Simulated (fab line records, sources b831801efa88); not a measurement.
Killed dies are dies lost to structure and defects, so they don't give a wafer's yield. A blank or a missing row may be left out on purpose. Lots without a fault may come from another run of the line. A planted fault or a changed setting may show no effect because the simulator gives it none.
Which tool did it? | flow gf180mcu | 11 lots, 32 wafers sampled, at 1 step of a route of 602

WHAT THE GAUGES READ, wafer by wafer
GF_V2_CD_MEAS_14: target cd 260 nm.
lot  | measured     | on        | cd_nm (nm)
L696 | day 19 23:26 | cd_sem-01 | 259.4 260.0 259.8
L699 | day 21 01:50 | cd_sem-01 | 261.5 260.9 259.8
L700 | day 21 10:29 | cd_sem-01 | 259.7 260.1 258.2
L707 | day 24 06:44 | cd_sem-02 | 260.2 259.4 259.0
L709 | day 24 21:14 | cd_sem-02 | 260.9 262.3
L710 | day 25 04:14 | cd_sem-02 | 257.9 259.2 258.8
L711 | day 25 11:55 | cd_sem-01 | 260.5 261.8 260.3
L712 | day 25 21:29 | cd_sem-02 | 260.7 259.7 260.3
L715 | day 26 16:47 | cd_sem-01 | 260.8 261.1 261.5
L718 | day 27 22:13 | cd_sem-01 | 258.6 258.0 259.7
L719 | day 28 01:11 | cd_sem-02 | 259.3 258.6 258.1

WHICH TOOL RAN EACH LOT (tool, then ch and the chambers of the sampled wafers, then the start)
The record holds no process step before these readings.

THE ANSWER, worked out from the rows above alone
Rule: what is usual is taken from the lots themselves. Put in order of their means at a reading, lots are off if they are a third of the lots or fewer, leave a main group of 4 or more, and stand apart from it by a gap of 3 or more times the standard deviation of the main group's means; of several such gaps the widest counts. A main group whose means are all the same, to the digits that the tables above print for the reading, isn't used. A lot without any number at a reading at which 4 lots or more have one is off too. The other lots that the step has rows for count as sound.
No lot is off at any reading shown: from this, nothing can be told.

WHAT THE SIMULATOR HAD PUT IN
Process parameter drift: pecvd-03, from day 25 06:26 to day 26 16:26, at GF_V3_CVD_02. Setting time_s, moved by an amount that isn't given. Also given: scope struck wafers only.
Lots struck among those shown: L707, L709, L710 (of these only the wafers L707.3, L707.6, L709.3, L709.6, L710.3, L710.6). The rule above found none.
